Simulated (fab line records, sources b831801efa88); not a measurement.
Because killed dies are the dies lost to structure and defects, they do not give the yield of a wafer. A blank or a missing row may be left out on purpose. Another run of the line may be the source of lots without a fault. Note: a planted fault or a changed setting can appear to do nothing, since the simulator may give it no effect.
fab line records + flow sky130 + part 2 of 2: steps 23 to 23 of 23
record
- lots=7
- wafers=21
- last_day=49
route steps=708 shown CAP2M@614 METAL4@621 PAD_OPEN@708
lots untouched by any fault: they come from a run of this same line in which no faults occurred
start_h: hours from the record's opening day to when the first of the lot's shown wafers began + wait_h: hours since the lot's step before + " as in the row above + L1.1+2: several wafers, shown together as one row + - value missing, or start not given + * or withheld: withheld + < > ~ a bound
route shown NAME@n: names a module that has steps shown in the file, with the first one's number in the route + usual: mean/standard deviation taken from wafers without a fault + same: alike in all rows + chamber/n: place in a boat + sites: per-site readings + _std_site: standard deviation across them + _edge_site: mean of outer sites minus mean of inner sites + radius_mm: how far each site lies from the wafer's centre + mask NAME#n: copy n + behind: tool/chamber where the wafer was last shaped + hold: why the lot went on hold/how many hours it stayed there/how the hold came to an end + device: which transistor (n, p or np) failed to switch + end of line: the route-end tests of the same wafers + a step given without rows: its recipe and nothing more + killed: dies that structure and defects cost at the first sort, which is not the same as the wafer's yield + map: a wafer's dies, x killed, . not, _ none there
set.NAME: the setting that was run; set.NAME@STEP: the one run at that earlier step + model.NAME: the simulator's own value behind a step, which no gauge read
lots at some steps of the route; a table a step, a row a wafer
services: from which hour (start_h, from the record's first day; less than 0 if before it) a tool's chamber was out of use, for how many hours, and why
## steps
# step SKY_PAD_OPEN_PROBE_99
# usual
- defect_limited_yield=82.7/2
- killed_at_M0_to_M3=43/7.4
- killed_at_M4_up=3.5/2.1
- killed_at_contacts=24/5.4
- killed_at_front_end=15/4.7
- killed_at_other=0.2/0.44
- killed_dies=85/10
- killed_open=47/7.1
- killed_short=38/7
- sort_bin_3_pad_short=0.9/0.41
- sort_bin_5_function=10.4/1.6
- sort_bin_6_memory=6.1/1.1
- sort_n_pass=407/10
- sort_yield_pct=82.7/2
# same
- gross_dies=492
- killed_at_back_side=0
- sort_bin_4_leakage[%]=0
- sort_bin_8_speed[%]=0
| lot.wafer | tool      | chamber | start_h | wait_h | defect_limited_yield[%] | killed_at_M0_to_M3 | killed_at_M4_up | killed_at_contacts | killed_at_front_end | killed_at_other | killed_dies | killed_open | killed_short | sort_bin_3_pad_short[%] | sort_bin_5_function[%] | sort_bin_6_memory[%] | sort_n_pass | sort_yield_pct[%] | model.etest.met4.width_nm | model.etest.met4.line_ohm_um |
|-----------|-----------|---------|---------|--------|-------------------------|--------------------|-----------------|--------------------|---------------------|-----------------|-------------|-------------|--------------|-------------------------|------------------------|----------------------|-------------|-------------------|---------------------------|------------------------------|
| L214.2    | prober-01 | -       | 1077.87 | 0.1    | 85.8                    | 43                 | 4               | 11                 | 11                  | 1               | 70          | 40          | 30           | 0.6                     | 9.3                    | 4.3                  | 422         | 85.8              | 298.9                     | 0.1438                       |
| L214.3    | prober-01 | -       | 1077.92 | 0.2    | 81.7                    | 45                 | 2               | 23                 | 20                  | 0               | 90          | 56          | 34           | 0.6                     | 12.2                   | 5.5                  | 402         | 81.7              | 305.5                     | 0.1407                       |
| L214.5    | prober-01 | -       | 1078.02 | 0.2    | 84.8                    | 47                 | 2               | 20                 | 6                   | 0               | 75          | 47          | 28           | 0.2                     | 10.4                   | 4.7                  | 417         | 84.8              | 293                       | 0.1454                       |
| L216.2    | prober-01 | -       | 1111.21 | 0.1    | 85.2                    | 37                 | 3               | 21                 | 12                  | 0               | 73          | 38          | 35           | 0.4                     | 9.6                    | 4.9                  | 419         | 85.2              | 296.6                     | 0.1439                       |
| L216.3    | prober-01 | -       | 1111.26 | 0.2    | 83.3                    | 48                 | 1               | 23                 | 10                  | 0               | 82          | 53          | 29           | 1.2                     | 9.8                    | 5.7                  | 410         | 83.3              | 295.6                     | 0.1455                       |
| L216.6    | prober-01 | -       | 1111.41 | 0.2    | 81.9                    | 48                 | 2               | 29                 | 10                  | 0               | 89          | 50          | 39           | 0.8                     | 11.2                   | 6.1                  | 403         | 81.9              | 291.9                     | 0.1459                       |
| L215.3    | prober-02 | -       | 1111.70 | 0.2    | 83.7                    | 49                 | 3               | 15                 | 13                  | 0               | 80          | 45          | 35           | 0.2                     | 10.4                   | 5.7                  | 412         | 83.7              | 299.4                     | 0.1433                       |
| L215.4    | prober-02 | -       | 1111.75 | 0.2    | 81.7                    | 46                 | 1               | 28                 | 15                  | 0               | 90          | 55          | 35           | 0.8                     | 11.4                   | 6.1                  | 402         | 81.7              | 300.5                     | 0.1435                       |
| L215.5    | prober-02 | -       | 1111.80 | 0.2    | 82.3                    | 44                 | 3               | 29                 | 11                  | 0               | 87          | 45          | 42           | 1.0                     | 10.8                   | 5.9                  | 405         | 82.3              | 301.8                     | 0.1422                       |
| L222.3    | prober-02 | -       | 1132.91 | 0.2    | 80.3                    | 44                 | 7               | 24                 | 22                  | 0               | 97          | 49          | 48           | 0.4                     | 11.6                   | 7.7                  | 395         | 80.3              | 304.9                     | 0.1387                       |
| L222.5    | prober-02 | -       | 1133.01 | 0.2    | 82.7                    | 35                 | 2               | 28                 | 20                  | 0               | 85          | 46          | 39           | 1.0                     | 11.8                   | 4.5                  | 407         | 82.7              | 299.8                     | 0.142                        |
| L222.6    | prober-02 | -       | 1133.06 | 0.2    | 81.7                    | 48                 | 1               | 23                 | 18                  | 0               | 90          | 50          | 40           | 0.8                     | 13.2                   | 4.3                  | 402         | 81.7              | 290.7                     | 0.1457                       |
| L228.1    | prober-01 | -       | 1157.02 | 0.1    | 80.5                    | 51                 | 7               | 25                 | 13                  | 0               | 96          | 43          | 53           | 0.8                     | 11.4                   | 7.3                  | 396         | 80.5              | 316.2                     | 0.1326                       |
| L228.3    | prober-01 | -       | 1157.12 | 0.2    | 85.0                    | 40                 | 2               | 23                 | 9                   | 0               | 74          | 39          | 35           | 1.4                     | 7.1                    | 6.5                  | 418         | 85.0              | 312.7                     | 0.1336                       |
| L228.4    | prober-01 | -       | 1157.17 | 0.2    | 84.1                    | 37                 | 1               | 25                 | 15                  | 0               | 78          | 47          | 31           | 0.8                     | 7.9                    | 7.1                  | 414         | 84.1              | 311.9                     | 0.1321                       |
| L229.1    | prober-02 | -       | 1164.34 | 0.1    | 82.5                    | 42                 | 2               | 23                 | 19                  | 0               | 86          | 36          | 50           | 0.6                     | 10.6                   | 6.3                  | 406         | 82.5              | 313.4                     | 0.1351                       |
| L229.3    | prober-02 | -       | 1164.44 | 0.2    | 83.5                    | 41                 | 1               | 27                 | 12                  | 0               | 81          | 45          | 36           | 0.6                     | 10.2                   | 5.7                  | 411         | 83.5              | 327.8                     | 0.1292                       |
| L229.6    | prober-02 | -       | 1164.59 | 0.2    | 85.4                    | 45                 | 2               | 14                 | 10                  | 1               | 72          | 41          | 31           | 0.2                     | 10.4                   | 4.1                  | 420         | 85.4              | 328.4                     | 0.1294                       |
| L230.1    | prober-01 | -       | 1167.67 | 0.1    | 83.7                    | 36                 | 3               | 29                 | 12                  | 0               | 80          | 41          | 39           | 0.8                     | 9.1                    | 6.3                  | 412         | 83.7              | 326.9                     | 0.1325                       |
| L230.2    | prober-01 | -       | 1167.72 | 0.1    | 77.2                    | 56                 | 5               | 28                 | 22                  | 1               | 112         | 65          | 47           | 0.8                     | 14.4                   | 7.5                  | 380         | 77.2              | 312.9                     | 0.1383                       |
| L230.6    | prober-01 | -       | 1167.92 | 0.2    | 80.7                    | 49                 | 4               | 25                 | 15                  | 2               | 95          | 53          | 42           | 0.6                     | 12.8                   | 5.9                  | 397         | 80.7              | 317.8                     | 0.1362                       |
# killed by level:class
L214.2 VIA1:geometric_particle:open=10 VIA2:geometric_particle:open=7 VIA1:geometric_particle:short=7 VIA3:geometric_particle:open=7 FIELD_ISO:geometric_particle:open=4 POLY_GATE:geometric_particle:short=3 LI_CONTACT:geometric_particle:open=3 LI_CONTACT:geometric_particle:short=3
L214.3 VIA1:geometric_particle:open=11 VIA3:geometric_particle:open=10 FIELD_ISO:geometric_particle:open=8 METAL1:geometric_particle:short=8 LI_CONTACT:geometric_particle:open=8 VIA2:geometric_particle:open=8 CONTACT:geometric_particle:open=8 FIELD_ISO:geometric_particle:short=5
L214.5 VIA1:geometric_particle:open=12 VIA3:geometric_particle:open=10 CONTACT:geometric_particle:open=10 METAL1:geometric_particle:short=8 FIELD_ISO:geometric_particle:open=4 LI_CONTACT:geometric_particle:open=4 VIA1:geometric_particle:short=3 CONTACT:geometric_particle:short=3
L216.2 VIA1:geometric_particle:open=9 METAL1:geometric_particle:short=8 VIA2:geometric_particle:open=8 CONTACT:geometric_particle:open=7 POLY_GATE:geometric_particle:short=4 LOCAL_INTERCONNECT:geometric_particle:open=4 VIA2:geometric_particle:short=4 METAL2:geometric_particle:short=3
L216.3 VIA1:geometric_particle:open=14 CONTACT:geometric_particle:open=10 METAL2:geometric_particle:short=7 LI_CONTACT:geometric_particle:open=6 VIA3:geometric_particle:open=5 POLY_GATE:geometric_particle:open=4 VIA2:geometric_particle:open=4 METAL1:geometric_particle:short=4
L216.6 CONTACT:geometric_particle:open=13 VIA1:geometric_particle:open=10 CONTACT:geometric_particle:short=7 METAL2:geometric_particle:short=6 FIELD_ISO:geometric_particle:open=5 LI_CONTACT:geometric_particle:open=5 METAL1:geometric_particle:short=5 METAL3:geometric_particle:short=4
L215.3 VIA1:geometric_particle:open=12 METAL1:geometric_particle:short=9 VIA2:geometric_particle:open=8 LI_CONTACT:geometric_particle:open=6 VIA1:geometric_particle:short=6 VIA3:geometric_particle:open=6 FIELD_ISO:geometric_particle:open=5 FIELD_ISO:geometric_particle:short=3
L215.4 VIA1:geometric_particle:open=12 CONTACT:geometric_particle:open=8 LI_CONTACT:geometric_particle:open=7 VIA2:geometric_particle:open=7 VIA3:geometric_particle:open=6 METAL2:geometric_particle:short=6 LOCAL_INTERCONNECT:geometric_particle:short=5 POLY_GATE:geometric_particle:open=5
L215.5 CONTACT:geometric_particle:open=13 VIA1:geometric_particle:open=9 METAL1:geometric_particle:short=8 VIA3:geometric_particle:open=7 CONTACT:geometric_particle:short=6 VIA2:geometric_particle:short=6 LOCAL_INTERCONNECT:geometric_particle:short=5 FIELD_ISO:geometric_particle:short=4
L222.3 VIA1:geometric_particle:open=14 FIELD_ISO:geometric_particle:short=9 CONTACT:geometric_particle:short=7 CONTACT:geometric_particle:open=6 LI_CONTACT:geometric_particle:open=5 METAL1:geometric_particle:short=5 FIELD_ISO:geometric_particle:open=4 LI_CONTACT:geometric_particle:short=4
L222.5 CONTACT:geometric_particle:open=10 VIA1:geometric_particle:open=10 FIELD_ISO:geometric_particle:short=8 LOCAL_INTERCONNECT:geometric_particle:short=6 LI_CONTACT:geometric_particle:open=6 METAL2:geometric_particle:short=5 POLY_GATE:geometric_particle:open=4 METAL1:geometric_particle:short=4
L222.6 VIA1:geometric_particle:open=16 CONTACT:geometric_particle:open=11 METAL2:geometric_particle:short=8 VIA1:geometric_particle:short=6 FIELD_ISO:geometric_particle:open=4 FIELD_ISO:geometric_particle:short=4 POLY_GATE:geometric_particle:open=4 LOCAL_INTERCONNECT:geometric_particle:short=4
L228.1 VIA2:geometric_particle:open=11 LI_CONTACT:geometric_particle:open=8 METAL2:geometric_particle:short=7 POLY_GATE:geometric_particle:short=6 LOCAL_INTERCONNECT:geometric_particle:short=6 VIA1:geometric_particle:open=6 METAL4:geometric_particle:short=6 VIA1:geometric_particle:short=6
L228.3 VIA1:geometric_particle:open=9 LI_CONTACT:geometric_particle:open=7 METAL1:geometric_particle:short=7 VIA3:geometric_particle:open=6 CONTACT:geometric_particle:short=5 VIA1:geometric_particle:short=5 VIA2:geometric_particle:open=5 CONTACT:geometric_particle:open=4
L228.4 CONTACT:geometric_particle:open=13 VIA1:geometric_particle:open=9 VIA2:geometric_particle:open=7 POLY_GATE:geometric_particle:short=5 CONTACT:geometric_particle:short=5 VIA3:geometric_particle:open=5 LI_CONTACT:geometric_particle:open=4 VIA1:geometric_particle:short=4
L229.1 FIELD_ISO:geometric_particle:short=9 LI_CONTACT:geometric_particle:open=7 VIA1:geometric_particle:short=7 VIA3:geometric_particle:short=6 CONTACT:geometric_particle:open=6 VIA1:geometric_particle:open=6 METAL2:geometric_particle:short=6 VIA3:geometric_particle:open=6
L229.3 CONTACT:geometric_particle:open=14 VIA3:geometric_particle:open=8 VIA1:geometric_particle:open=8 METAL1:geometric_particle:short=6 CONTACT:geometric_particle:short=5 VIA2:geometric_particle:open=5 LI_CONTACT:geometric_particle:open=4 LOCAL_INTERCONNECT:geometric_particle:short=4
L229.6 VIA3:geometric_particle:open=12 VIA1:geometric_particle:open=9 CONTACT:geometric_particle:open=6 METAL1:geometric_particle:short=6 LOCAL_INTERCONNECT:geometric_particle:short=5 METAL3:geometric_particle:short=4 VIA2:geometric_particle:short=3 VIA2:geometric_particle:open=3
L230.1 VIA3:geometric_particle:open=12 CONTACT:geometric_particle:open=9 LI_CONTACT:geometric_particle:open=8 VIA1:geometric_particle:short=8 CONTACT:geometric_particle:short=7 VIA1:geometric_particle:open=5 POLY_GATE:geometric_particle:short=3 LOCAL_INTERCONNECT:geometric_particle:short=3
L230.2 VIA1:geometric_particle:open=18 LI_CONTACT:geometric_particle:open=10 VIA1:geometric_particle:short=9 CONTACT:geometric_particle:open=8 VIA3:geometric_particle:open=7 POLY_GATE:geometric_particle:short=6 VIA2:geometric_particle:open=6 POLY_GATE:geometric_particle:open=5
L230.6 VIA1:geometric_particle:open=14 CONTACT:geometric_particle:open=10 POLY_GATE:geometric_particle:open=7 VIA1:geometric_particle:short=7 CONTACT:geometric_particle:short=6 VIA2:geometric_particle:open=6 LI_CONTACT:geometric_particle:open=4 METAL1:geometric_particle:short=4
## services
| tool            | chamber | start_h | hours | kind       |
|-----------------|---------|---------|-------|------------|
| krf_scanner-02  | -       | 939.83  | 0.9   | repair     |
| plasma_asher-04 | -       | 948.13  | 12.4  | repair     |
| krf_scanner-02  | -       | 958.91  | 1.3   | pm         |
| krf_scanner-02  | -       | 961.18  | 0.2   | repair     |
| krf_scanner-01  | -       | 991.09  | 1.0   | pm         |
| plasma_asher-03 | -       | 997.67  | 2.7   | repair     |
| rie_diel-02     | 3       | 1013.68 | 4.4   | repair     |
| rie_diel-03     | 0       | 1013.79 | 3.9   | repair     |
| krf_scanner-01  | -       | 1015.00 | 0.8   | pm         |
| rie_diel-03     | 3       | 1016.11 | 10.8  | repair     |
| krf_scanner-02  | -       | 1021.55 | 72.0  | pm         |
| plasma_asher-01 | -       | 1025.69 | 1.5   | repair     |
| krf_scanner-01  | -       | 1048.82 | 0.4   | repair     |
| plasma_asher-01 | -       | 1055.25 | 9.0   | pm         |
| plasma_asher-01 | 0       | 1055.25 | 9.0   | vent_cycle |
| plasma_asher-01 | 1       | 1055.25 | 9.0   | vent_cycle |
| rie_diel-02     | 2       | 1058.40 | 7.4   | repair     |
| plasma_asher-01 | 0       | 1064.25 | -     | clean      |
| plasma_asher-01 | 1       | 1064.25 | -     | clean      |
| plasma_asher-02 | -       | 1072.64 | 0.5   | repair     |
| rie_metal-02    | 0       | 1080.40 | 10.2  | repair     |
## key
first_sign
- step=SKY_METAL4_EXPOSE_10
- reading=exposure_dose_mJ_cm2
- direction=down
- sigmas=81
- usual=*
- struck=*
effect
- step=SKY_METAL4_CD_MEAS_13
- reading=cd_nm
- direction=up
- sigmas=11
- usual=300.1
- struck=314.7
- through=control_loop
model_effect
- step=SKY_METAL4_DESCUM_15
- value=METAL4.cd_nm
- without=299.4
- struck=314.6
model_effect
- step=SKY_METAL4_METAL_ETCH_18
- value=METAL4.cd_nm
- without=302.6
- struck=317.8
model_effect
- step=SKY_PAD_OPEN_PROBE_99
- value=etest.met4.width_nm
- without=303.5
- struck=318.6
met_at SKY_METAL4_EXPOSE_10
struck_wafers L228.1,L228.3,L228.4,L229.1,L229.3,L229.6,L230.1,L230.2,L230.6
loop_trim
- step=SKY_METAL4_EXPOSE_10
- setting=dose
- lots=L230
onset_between 1033.44 1061.59
fault
- kind=process_parameter_drift
- tool=krf_scanner-01
- chamber=-
- onset_h=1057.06
- steps=SKY_METAL4_EXPOSE_10
- channel=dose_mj
- offset=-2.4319
- shape=step
- acts_in=these_recipes_only
- stated=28
# loop_trim: a control loop set the setting to another value than it would have without faults
